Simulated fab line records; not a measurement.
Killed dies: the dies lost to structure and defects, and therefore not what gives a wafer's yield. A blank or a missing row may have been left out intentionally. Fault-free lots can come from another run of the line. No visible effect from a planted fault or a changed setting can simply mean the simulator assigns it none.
A lot that was struck, set against a sound lot -- flow gf180mcu -- 36 steps out of a route of 602
Sound: these wafers, L547.1, L547.4, L547.6. Wafers L559.1, L559.4, L559.6 were the ones struck. The cause is given at the end.
For every step that has rows: the tool of each side, followed by ch and its chambers, followed by its first start. Under that, the readings that differ: sound wafers -- struck wafers -- difference of the means -- sigmas: that difference in standard deviations of wafers without a fault.
alike: readings with means less than 2 such deviations apart, plus words and numbers identical on both sides. not compared: withheld readings, readings lacking a value on some wafer, bounds such as >300 that could conceal the same value, and numbers that have no deviation in the record and whose values overlap.
The two part at a step that has a row with sigmas, a row that says differs or no value, or rows on one side only. Non-overlapping numbers with no deviation appear without sigmas and do not part them. A reading that every wafer of one side lacks parts them only if that side has two wafers or more.

GF_HV_LDD_STRIP_49: strips in O2/N2.
  sound on plasmaAsher-02 ch 1, day 12 18:13; struck on plasmaAsher-03 ch 0, day 16 22:25
reading,sound,struck,difference,sigmas
drypumpMotorCurrentA (A),5.5 5.5 5.5,6.3 6.4 6.4,+0.9,+2
  alike: heaterPowerW, oesProductAu, stripTimeToEndpointS
  not compared: rfHoursCounterH
GF_HV_LDD_TW_MEAS_50:
  sound: filmMetro-04 at day 12 18:19; struck: filmMetro-01 at day 16 22:31
  alike: HV_LDD_4_TW
then, 1 step without rows for these wafers: GF_HV_LDD_CLEAN_51 (cleans in SC1/SC2, time 150 s).
GF_HV_LDD_RTA_52: time 10 s.
  sound on rtpAnneal-02 ch 0, day 12 18:26; struck on rtpAnneal-02 ch 0, day 16 22:37
  alike: lampPowerPct, wafer_temp_C_max
GF_HV_LDD_RS_MEAS_53: the measuring method here is four-point-probe.
  sound: filmMetro-04 at day 12 18:30; struck: filmMetro-01 at day 16 22:46
  alike: HV_LDD_RS
then, 1 step without rows for these wafers: GF_HV_LDD_CVD_54 (deposits SiO2 from TEOS, target thk 10 nm, time 75 s).
GF_HV_LDD_THK_MEAS_55:
  sound: filmMetro-03 at day 12 19:38; struck: filmMetro-01 at day 16 23:54
  alike: HV_LDD_CVD_54_THK
then, 1 step without rows for these wafers: GF_HV_LDD_CVD_56 (deposits Si3N4 from DCS/NH3, target thk 90 nm, time 1543 s).
GF_HV_LDD_THK_MEAS_57:
  sound: filmMetro-01 at day 12 21:07; struck: filmMetro-04 at day 17 01:45
reading,sound,struck,difference,sigmas
HV_LDD_CVD_56_THK (nm),87.9 87.7 88.5,91.1 91.1 90.9,+3.0,+3
GF_HV_LDD_ETCHBACK_58: etches Si3N4 in CH3F/O2, stops on SiO2, time 100 s, target depth 90 nm.
  sound on rieDiel-02 ch 0,2,3, day 12 21:11; struck on rieDiel-04 ch 0,3, day 17 01:49
reading,sound,struck,difference,sigmas
oesProductAu (a.u.),0.832 0.824 0.829,0.848 0.847 0.859,+0.023,+3
  alike: drypumpMotorCurrentA, throttleValvePct
  not compared: rfHoursCounterH
then, 2 steps without rows for these wafers: GF_NSD_DEHYDRATE_00 (time 60 s); GF_NSD_HMDS_01 (prime time 60 s).
GF_NSD_COAT_02: resist thk 1000 nm.
  sound on lithoTrack-02 ch 0, day 13 07:07; struck on lithoTrack-04, day 17 12:54
  no value came back on the struck wafers for chillPlateTempC (C), dispensePressureKPa (kPa), exhaustPa (Pa); on the sound wafers chillPlateTempC (C) reads 23.12 23.07 23.07
then, 4 steps without rows for these wafers: GF_NSD_SOFTBAKE_03 (time 60 s); GF_NSD_EXPOSE_04 (exposes mask Nplus, target cd 400 nm); GF_NSD_PEB_05; GF_NSD_DEVELOP_06 (develop time 60 s).
GF_NSD_CD_MEAS_07 targets a cd of 400 nm.
  sound: cdSem-01 at day 13 17:13; struck: cdSem-02 at day 18 00:09
reading,sound,struck,difference,sigmas
cdNm (nm),405.0 402.2 402.5,- - -,no value on the struck wafers,
GF_NSD_OVL_MEAS_08:
  sound: overlay-02 at day 13 17:20; struck: overlay-02 at day 18 00:16
reading,sound,struck,difference,sigmas
NSD_OVL (nm),-0.4 0.1 -1.0,- - -,no value on the struck wafers,
then, 2 steps without rows for these wafers: GF_NSD_IMPLANT_09; GF_NSD_IMPLANT_10.
GF_NSD_STRIP_11: strips in O2/N2.
  sound on plasmaAsher-04 ch 1, day 13 17:40; struck on plasmaAsher-01 ch 0,1, day 18 00:37
  no value came back on the struck wafers for oesProductAu (a.u.), stripTimeToEndpointS (s); on the sound wafers oesProductAu (a.u.) reads 0.492 0.486 0.493
reading,sound,struck,difference,sigmas
drypumpMotorCurrentA (A),5.1 5.1 5.1,6.1 6.4 6.4,+1.2,+2
  alike: heaterPowerW
  not compared: rfHoursCounterH
GF_NSD_TW_MEAS_12:
  sound: filmMetro-01 at day 13 17:46; struck: filmMetro-01 at day 18 00:43
reading,sound,struck,difference,sigmas
NSD_TW,4222 4253 4246,4214 4197 4194,-39,-2
then, 7 steps without rows for these wafers: GF_PSD_DEHYDRATE_00 (time 60 s); GF_PSD_HMDS_01 (prime time 60 s); GF_PSD_COAT_02 (resist thk 1000 nm); GF_PSD_SOFTBAKE_03 (time 60 s); GF_PSD_EXPOSE_04 (exposes mask Pplus, target cd 400 nm); GF_PSD_PEB_05; GF_PSD_DEVELOP_06 (develop time 60 s).
GF_PSD_CD_MEAS_07 targets a cd of 400 nm.
  sound: cdSem-02 at day 14 15:07; struck: cdSem-02 at day 19 00:39
  alike: cdNm
GF_PSD_OVL_MEAS_08:
  sound: overlay-01 at day 14 15:14; struck: overlay-02 at day 19 00:46
reading,sound,struck,difference,sigmas
PSD_OVL (nm),1.5 0.9 -0.4,-1.9 -2.8 -3.5,-3.4,-3
after that, 1 step had no rows for these wafers: GF_PSD_IMPLANT_09.
GF_PSD_STRIP_10: strips in O2/N2.
  sound on plasmaAsher-03 ch 0,1, day 14 15:25; struck on plasmaAsher-02 ch 1, day 19 00:58
reading,sound,struck,difference,sigmas
heaterPowerW (W),359 349 359,295 295 300,-59,-2
  alike: drypumpMotorCurrentA, oesProductAu, stripTimeToEndpointS
  not compared: rfHoursCounterH
GF_PSD_TW_MEAS_11:
  sound: filmMetro-02 at day 14 15:31; struck: filmMetro-04 at day 19 01:04
reading,sound,struck,difference,sigmas
PSD_TW,3162 3164 3154,4213 4243 4210,+1062,+82
then, 1 step without rows for these wafers: GF_PSD_CLEAN_12 (cleans in SC1/SC2, time 150 s).

WHERE THEY PART
At GF_HV_LDD_STRIP_49 first; at GF_PSD_TW_MEAS_11 last (within this record only).

WHY: what the simulator had put in
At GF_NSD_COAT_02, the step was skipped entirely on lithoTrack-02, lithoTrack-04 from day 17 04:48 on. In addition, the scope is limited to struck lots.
